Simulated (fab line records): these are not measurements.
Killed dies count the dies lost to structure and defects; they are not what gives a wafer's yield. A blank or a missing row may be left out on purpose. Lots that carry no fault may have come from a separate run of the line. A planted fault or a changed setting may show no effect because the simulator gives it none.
Code-filled problem report in 8D (eight disciplines) form    flow gf180mcu    the parts of the form that need people (team, actions taken, sign-off) are left out

== 1. THE ISSUE ==
HV_LDD_4_TW at GF_HV_LDD_TW_MEAS_50 reads a mean of 538 on 6 wafers of 2 lots; wafers without a fault read 575 with a standard deviation of 3.1. Measured from the usual mean, that is -12 standard deviations.
Earliest sighting: wafer L470.1 on film-metro-02 at day 16 18:00. Wafers with a number at this step in the record: 42, from 14 lots. By rule, "out" or "out of limits" means more than 4 standard deviations away from the usual mean. The rest of the wafers with a number are treated as sound.

== 2. WHAT IT IS, WHAT IT ISN'T ==
question                     is                      is not
which readings at this step  HV_LDD_4_TW             -
which lots                   L470, L471              L458, L459, L460, L461, L463, L464, L465, L467, L469, L476, L479, L480
which wafers of those lots   all that have a number  -
read on which gauges         film-metro-02           film-metro-03, film-metro-04
when                         from day 16 18:00       up to then (27 sound wafers); but 9 sound wafers of L476, L479, L480 came after

== 3. SUSPECTS, AND WHAT RULES EACH OUT ==
Counting: a tool at any process step up to the reading remains a suspect when it ran all the lots that are out and ran no sound lot after the first of those.
- ruled out: the gauge at GF_HV_LDD_TW_MEAS_50. All the wafers that are out were read on film-metro-02, but those of them that GF_HV_LDD_IMPLANT_48 has rows for are out there too, on other tools.
- implanter-04 at GF_HV_LDD_IMPLANT_48: kept. All lots that are out passed through it, beginning with L470 at day 16 17:45, and no sound lot followed; its final sound lot before that point was L467 at day 16 05:08. Its own beam-on-s, faraday-current-uA readings are out on those wafers.
After counting, what remains is implanter-04 at GF_HV_LDD_IMPLANT_48.

== 4. THE CAUSE (what the simulator had put in) ==
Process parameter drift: implanter-04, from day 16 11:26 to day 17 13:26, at GF_HV_LDD_IMPLANT_48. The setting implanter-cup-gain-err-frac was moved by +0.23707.
This tool alone remained once counting was done.

== 5. THE CHAIN OF EFFECTS, in route order ==
One row per reading whose mean, taken over the struck wafers that have a number, lies over 3 standard deviations from the usual. Scope: only readings with a usual standard deviation given in the record; hours: median across lots of the time from each lot's start at the first step in this table that gives one to its start at this step; sigmas: change in usual standard deviations.
hours  step                  reading             usual    on struck wafers  change  sigmas
0      GF_HV_LDD_IMPLANT_48  beam-on-s           10.00 s  8.07              -1.93   -9.6
0      GF_HV_LDD_IMPLANT_48  faraday-current-uA  169      210               +40     +12
0      GF_HV_LDD_TW_MEAS_50  HV_LDD_4_TW         575      538               -37     -12
The process steps in it:
- GF_HV_LDD_IMPLANT_48
Later measuring or inspecting steps at which every struck wafer that the step has a row for has a number for every such reading, and none has moved that far: GF_PSD_RS_MEAS_15.

== 6. HOW IT WOULD HAVE BEEN CAUGHT EARLIER ==
7 hours passed between the start of the fault at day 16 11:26 and the first reading out of limits at a measuring or inspecting step in this record, taken at day 16 18:00.
Tool's own readings at GF_HV_LDD_IMPLANT_48, beam-on-s, faraday-current-uA: out on all struck wafers the step has rows for; an alarm limit on them would have tripped on the first.
Lots out: 2; of these, L471 started GF_HV_LDD_IMPLANT_48 on implanter-04 after day 16 18:00. Putting the tool on hold at that point would have spared it.
